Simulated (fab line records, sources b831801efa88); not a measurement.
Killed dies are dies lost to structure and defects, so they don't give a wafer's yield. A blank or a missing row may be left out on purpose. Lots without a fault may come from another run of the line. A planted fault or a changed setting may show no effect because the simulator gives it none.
fab line records | flow sky130
record lots=12 wafers=36 last_day=51
route steps=708 shown SONOS_ONO@185 METAL1@449 VIA1@481 VIA2@521 PAD_OPEN@708
lots that met no fault: from a run of the same line without faults
start_h: hours from the record's first day to the start of the lot's first wafer shown | wait_h: hours since the lot's step before | " the same as in the row above | L1.1+2: a row that stands for several wafers | - no value, or no start given | * or withheld: withheld | < > ~ a bound
route shown NAME@n: a module of which the file shows steps, and the number in the route of the first | usual: mean/standard deviation of fault-free wafers | same: alike in all rows | chamber/n: place in a boat | sites: the reading at each site | _std_site: their standard deviation | _edge_site: outer sites' mean less inner sites' | radius_mm: how far each site lies from the wafer's centre | mask NAME#n: copy n | behind: the tool/chamber that last shaped the wafer | hold: why the lot was held/for how many hours/how that ended | device: the transistor (n, p or np) that didn't switch | end of line: the same wafers' tests at the end of the route | a step without rows: its recipe alone | killed: dies lost to structure and defects at the first sort, not the wafer's yield | map: a wafer's dies, x killed, . not, _ none there
set.NAME: the setting as run; set.NAME@STEP: as run at that earlier step | model.NAME: the simulator's own value behind a step, which no gauge read
steps of the route over a sample of lots; a table a step, a row a wafer
services: from which hour (start_h, from the record's first day; less than 0 if before it) a tool's chamber was out of use, for how many hours, and why
## steps
# step SKY_SONOS_ONO_STRIP_17
# recipe chemistry=O2/N2 power_w=1400 pressure_mtorr=1500 platen_temp_c=withheld o2_flow_sccm=3000 n2_flow_sccm=300 overash_fraction=0.5
# usual drypump_motor_current_A=5.76/0.26 n2_flow_sccm=300.0/0.94 oes_product_au=0.710/0.0049 strip_time_to_endpoint_s=14.10/0.038
# same overash_fraction=0.5
# columns lot.wafer tool chamber start_h wait_h drypump_motor_current_A n2_flow_sccm oes_product_au rf_hours_counter_h strip_time_to_endpoint_s
L962.2 plasma_asher-03 0 297.83 0.0 5.85 300.5 0.718 55 14.11
L962.4 " 1 " " 5.24 299.6 0.712 - 14.16
L962.5 " 0 " " 5.83 301.2 0.706 - 14.15
L963.3 plasma_asher-03 0 309.36 0.0 5.84 301.3 0.703 - 14.08
L963.5 " 1 " " 5.23 301.4 0.720 - 14.10
L963.6 " 0 " " 5.81 300.6 0.711 - 14.04
L964.1 plasma_asher-02 1 314.77 0.0 5.72 299.7 0.710 50 14.10
L964.3 " 0 " " 5.99 300.7 0.713 - 14.07
L964.5 " 1 " " 5.73 299.7 0.710 - 14.10
L965.1 plasma_asher-02 1 324.82 0.0 5.73 301.1 0.715 51 14.12
L965.5 " 0 " " 5.95 300.1 0.701 - 14.11
L965.6 " 1 " " 5.74 299.5 0.713 - 14.13
L968.2 plasma_asher-04 0 343.47 0.0 6.03 299.1 0.701 23 14.13
L968.4 " 1 " " 5.73 300.1 0.707 - 14.13
L968.5 " 1 " " 5.75 301.4 0.713 - 14.14
L969.4 plasma_asher-03 1 359.66 0.0 5.20 298.4 0.701 - 14.12
L969.5 " 1 " " 5.20 298.9 0.708 - 14.09
L969.6 " 0 " " 5.83 298.6 0.712 - 14.12
L974.1 plasma_asher-04 0 394.60 0.0 6.04 298.7 0.709 29 14.09
L974.3 " 1 " " 5.79 298.9 0.713 - 14.11
L974.5 " 0 " " 6.03 299.8 0.705 - 14.08
L975.2 plasma_asher-02 1 402.08 0.0 5.75 301.2 0.916 59 -
L975.4 " 1 " " 5.79 300.6 0.927 - -
L975.5 " 0 " " 5.96 300.7 0.920 - -
L982.3 plasma_asher-04 0 455.01 0.0 6.02 298.5 0.705 - 14.14
L982.5 " 0 " " 6.03 300.0 0.701 - 14.17
L982.6 " 1 " " 5.77 297.8 0.709 - 14.16
L983.1 plasma_asher-03 1 473.48 0.0 5.23 300.4 0.707 4 14.07
L983.4 " 0 " " 5.84 299.2 0.707 - 14.06
L983.5 " 0 " " 5.84 300.1 0.707 - 14.04
L984.2 plasma_asher-02 1 475.76 0.0 5.66 299.8 0.711 67 14.10
L984.4 " 0 " " 5.97 301.3 0.711 - 14.15
L984.5 " 0 " " 5.95 300.6 0.714 - 14.15
L985.2 plasma_asher-03 0 485.81 0.0 5.83 298.8 0.708 5 14.15
L985.5 " 0 " " 5.80 299.3 0.714 - 14.16
L985.6 " 1 " " 5.23 299.9 0.717 - 14.11
# step SKY_METAL1_CD_MEAS_15
# recipe target_cd_nm=140
# usual cd_nm=139.7/1.5
# columns lot.wafer tool chamber start_h wait_h cd_nm
L962.2 cd_sem-02 - 795.16 - 139.2
L962.4 " - " " 140.3
L962.5 " - " " 138.8
L963.3 cd_sem-01 - 798.90 - 140.3
L963.5 " - " " 140.8
L963.6 " - " " 140.7
L964.1 cd_sem-02 - 803.21 - 138.5
L964.3 " - " " 139.0
L964.5 " - " " 139.1
L965.1 cd_sem-02 - 822.06 - 137.7
L965.5 " - " " 138.3
L965.6 " - " " 138.1
L968.2 cd_sem-02 - 833.01 - 139.4
L968.4 " - " " 139.5
L968.5 " - " " 139.3
L969.4 cd_sem-02 - 854.30 - 140.6
L969.5 " - " " 140.9
L969.6 " - " " 139.4
L974.1 cd_sem-01 - 885.86 - 139.1
L974.3 " - " " 140.4
L974.5 " - " " 140.9
L982.3 cd_sem-02 - 935.60 - 140.1
L982.5 " - " " 139.4
L982.6 " - " " 140.0
L983.1 cd_sem-01 - 949.67 - 140.6
L983.4 " - " " 142.4
L983.5 " - " " 140.4
L984.2 cd_sem-01 - 950.64 - 136.6
L984.4 " - " " 136.5
L984.5 " - " " 136.7
L985.2 cd_sem-02 - 958.94 - 143.6
L985.5 " - " " 143.2
L985.6 " - " " 141.8
# step SKY_VIA1_THK_MEAS_23
# recipe thk_meas_gauge=xrf reads=W_of_VIA1_CVD_21
# usual VIA1_W_THK=258.9/2.4
# columns lot.wafer tool chamber start_h wait_h VIA1_W_THK[nm]
L962.2 film_metro-01 - 824.36 0.1 261.7
L962.4 " - " " 258.1
L962.5 " - " " 260.2
L963.3 film_metro-04 - 828.50 0.1 256.2
L963.5 " - " " 258.0
L963.6 " - " " 259.4
L964.1 film_metro-02 - 832.96 0.1 258.9
L964.3 " - " " 257.3
L964.5 " - " " 259.0
L965.1 film_metro-02 - 851.60 0.1 261.9
L965.5 " - " " 258.3
L965.6 " - " " 261.1
L968.2 film_metro-02 - 862.06 0.1 261.0
L968.4 " - " " 259.4
L968.5 " - " " 263.8
L969.4 film_metro-01 - 882.98 0.1 258.4
L969.5 " - " " 257.3
L969.6 " - " " 259.2
L974.1 film_metro-04 - 914.78 0.1 256.0
L974.3 " - " " 256.4
L974.5 " - " " 252.0
L982.3 film_metro-02 - 963.15 0.1 256.3
L982.5 " - " " 256.6
L982.6 " - " " 256.1
L983.1 film_metro-04 - 976.34 0.1 260.2
L983.4 " - " " 262.1
L983.5 " - " " 259.6
L984.2 film_metro-01 - 977.84 0.1 259.5
L984.4 " - " " 258.3
L984.5 " - " " 257.2
L985.2 film_metro-01 - 986.82 0.1 263.5
L985.5 " - " " 260.9
L985.6 " - " " 260.8
# step SKY_VIA2_ETCH_14
# recipe chemistry=N2/H2 target=BARC ion_energy_ev=200 source_w=500 bias_w=100 pressure_mtorr=30 n2_flow_sccm=100 h2_flow_sccm=200 stop_on=SiO2 time_s=45.9 target_depth_a=600
# usual drypump_motor_current_A=5.8/0.43 n2_flow_sccm=100.0/0.3 oes_product_au=0.855/0.0049 throttle_valve_pct=13.224/0.008
# columns lot.wafer tool chamber start_h wait_h drypump_motor_current_A n2_flow_sccm oes_product_au rf_hours_counter_h throttle_valve_pct
L962.2 rie_diel-02 1 880.82 0.0 5.5 99.8 0.858 9 13.226
L962.4 " 0 " " 5.3 99.9 0.854 25 13.234
L962.5 " 0 " " 5.3 99.7 0.857 - 13.223
L963.3 rie_diel-03 3 884.61 0.0 5.3 100.6 0.852 6 13.210
L963.5 " 3 " " 5.3 100.0 0.855 - 13.236
L963.6 " 2 " " 5.4 100.1 0.857 - 13.226
L964.1 rie_diel-02 3 888.57 0.0 6.1 99.5 0.854 10 13.241
L964.3 " 2 " " 6.5 99.4 0.847 2 13.231
L964.5 " 3 " " 6.1 99.7 0.850 - 13.229
L965.1 rie_diel-03 1 906.07 0.0 5.8 99.9 0.849 13 13.222
L965.5 " 2 " " 5.5 99.8 0.854 - 13.212
L965.6 " 3 " " 5.3 100.2 0.853 - 13.221
L968.2 rie_diel-04 2 916.22 0.0 5.5 100.1 0.852 23 13.220
L968.4 " 1 " " 5.8 100.3 0.853 27 13.233
L968.5 " 1 " " 5.8 100.1 0.854 - 13.225
L969.4 rie_diel-03 0 937.22 0.0 6.7 100.0 0.848 9 13.238
L969.5 " 1 " " 5.8 100.3 0.864 - 13.217
L969.6 " 2 " " 5.5 99.5 0.865 - 13.221
L974.1 rie_diel-02 3 968.01 0.0 6.1 99.8 0.853 12 13.222
L974.3 " 1 " " 5.5 101.1 0.857 12 13.213
L974.5 " 0 " " 5.2 100.4 0.849 - 13.223
L982.3 rie_diel-04 0 1013.84 0.0 5.3 99.5 0.857 14 13.224
L982.5 " 2 " " 5.5 100.1 0.853 - 13.224
L982.6 " 3 " " 6.2 99.9 0.855 - 13.229
L983.1 rie_diel-04 1 1025.77 0.0 5.8 100.0 0.851 30 13.223
L983.4 " 3 " " 6.2 100.3 0.860 22 13.226
L983.5 " 2 " " 5.5 99.9 0.856 - 13.221
L984.2 rie_diel-03 1 1027.07 0.0 5.9 99.3 0.857 16 13.225
L984.4 " 3 " " 5.3 100.0 0.856 10 13.216
L984.5 " 2 " " 5.4 100.1 0.856 - 13.219
L985.2 rie_diel-02 3 1038.07 0.0 6.1 99.7 0.850 14 13.224
L985.5 " 0 " " 5.3 99.7 0.847 - 13.233
L985.6 " 1 " " 5.6 99.9 0.859 - 13.227
# step SKY_PAD_OPEN_PROBE_99
# usual killed_at_M0_to_M3=43/6.8 killed_at_M4_up=3.3/1.9 killed_at_contacts=24/5.3 killed_at_front_end=14/4.3 killed_at_other=0.3/0.62 killed_dies=85/9.8 killed_on_rim=17/3.9 killed_open=46/8 killed_short=39/5.9
# same gross_dies=492 killed_at_back_side=0
# columns lot.wafer tool chamber start_h wait_h killed_at_M0_to_M3 killed_at_M4_up killed_at_contacts killed_at_front_end killed_at_other killed_dies killed_on_rim killed_open killed_short
L974.1 prober-01 - 1177.66 0.1 50 2 21 18 0 91 20 59 32
L974.3 prober-01 - 1177.76 0.2 40 4 35 19 0 98 17 63 35
L974.5 prober-01 - 1177.86 0.2 46 2 23 14 1 86 18 47 39
L975.2 prober-02 - 1181.77 0.1 52 2 33 402 3 492 96 53 43
L975.4 prober-02 - 1181.87 0.2 41 2 22 427 0 492 96 43 34
L975.5 prober-02 - 1181.92 0.2 46 1 22 421 2 492 96 47 36
# killed by level:class
L974.1 VIA1:geometric_particle:open=15 CONTACT:geometric_particle:open=10 VIA2:geometric_particle:short=8 FIELD_ISO:geometric_particle:open=6 LI_CONTACT:geometric_particle:open=6 METAL2:geometric_particle:short=6 VIA2:geometric_particle:open=6 FIELD_ISO:geometric_particle:short=5
L974.3 VIA1:geometric_particle:open=18 LI_CONTACT:geometric_particle:open=13 CONTACT:geometric_particle:open=11 FIELD_ISO:geometric_particle:short=8 FIELD_ISO:geometric_particle:open=5 CONTACT:geometric_particle:short=5 VIA3:geometric_particle:open=5 METAL2:geometric_particle:short=4
L974.5 VIA1:geometric_particle:open=12 LI_CONTACT:geometric_particle:open=7 CONTACT:geometric_particle:open=6 VIA2:geometric_particle:open=6 METAL3:geometric_particle:short=6 FIELD_ISO:geometric_particle:open=4 METAL2:geometric_particle:short=4 CONTACT:geometric_particle:short=4
L975.2 GATE_OXIDE:area_oxidation=396 CONTACT:geometric_particle:open=13 VIA3:geometric_particle:open=12 LI_CONTACT:geometric_particle:open=9 METAL2:geometric_particle:short=7 VIA2:geometric_particle:open=6 VIA1:geometric_particle:open=5 METAL3:geometric_particle:short=5
L975.4 GATE_OXIDE:area_oxidation=415 VIA1:geometric_particle:open=13 CONTACT:geometric_particle:open=8 POLY_GATE:geometric_particle:open=6 METAL2:geometric_particle:short=5 VIA3:geometric_particle:open=5 LI_CONTACT:geometric_particle:open=4 LOCAL_INTERCONNECT:geometric_particle:short=4
L975.5 GATE_OXIDE:area_oxidation=409 VIA1:geometric_particle:open=12 CONTACT:geometric_particle:open=11 VIA3:geometric_particle:open=8 METAL2:geometric_particle:short=7 VIA3:geometric_particle:short=6 FIELD_ISO:geometric_particle:open=5 CONTACT:geometric_particle:short=5
## services
# columns tool chamber start_h hours kind
rie_diel-03 - 283.18 28.1 pm
rie_diel-02 - 324.31 2.8 pm
rie_diel-03 1 333.98 17.4 repair
rie_diel-02 3 374.58 3.8 repair
plasma_asher-03 - 376.78 28.1 pm
rie_diel-03 - 391.75 0.5 repair
plasma_asher-02 - 402.95 2.7 repair
rie_diel-03 2 404.89 13.0 repair
rie_diel-02 0 414.86 14.2 repair
plasma_asher-03 - 421.25 9.0 pm
plasma_asher-03 - 421.75 1.0 repair
rie_diel-02 1 426.44 1.2 repair
rie_diel-03 1 466.74 2.1 repair
plasma_asher-02 - 494.67 5.6 repair
rie_diel-02 3 496.55 1.3 repair
rie_diel-02 2 506.62 8.3 repair
plasma_asher-02 - 517.89 13.6 pm
rie_diel-02 - 541.57 0.6 repair
rie_diel-03 3 544.26 5.0 repair
rie_diel-02 2 580.07 7.0 repair
plasma_asher-03 - 645.12 1.2 repair
plasma_asher-03 - 828.14 3.8 repair
plasma_asher-03 - 855.61 7.6 repair
plasma_asher-03 - 908.00 0.4 repair
## key
first_sign step=SKY_SONOS_ONO_STRIP_17 reading=oes_product_au direction=up sigmas=43 usual=0.710 struck=0.921
effect step=SKY_PAD_OPEN_PROBE_99 reading=killed_at_front_end direction=up sigmas=93 usual=14 struck=417
more_kills_born_at SKY_GATE_OXIDE_OXIDATION_01@furnace-01=1220
met_at SKY_SONOS_ONO_STRIP_17
struck_lots L975
later_rows_left_out L975.2,L975.4,L975.5
tester_left_out L975
not_acting_at SKY_METAL1_CD_MEAS_15,SKY_VIA1_THK_MEAS_23,SKY_VIA2_ETCH_14
onset_between 324.82 402.08
fault kind=strip_aborted tool=plasma_asher-02 chamber=- onset_h=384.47 steps=SKY_SONOS_ONO_STRIP_17 offset=0.66014 end_h=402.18
# tester_left_out: of these lots the tester's yield and bins aren't shown, on N5 and GAA mostly nor the transistor test; their killed dies are dies lost to structure and defects alone, not to doping, threshold or leakage, so they don't give the yield
# later_rows_left_out: the simulator's readings of these wafers behind a module that went badly wrong aren't trusted and aren't shown, but for the sort
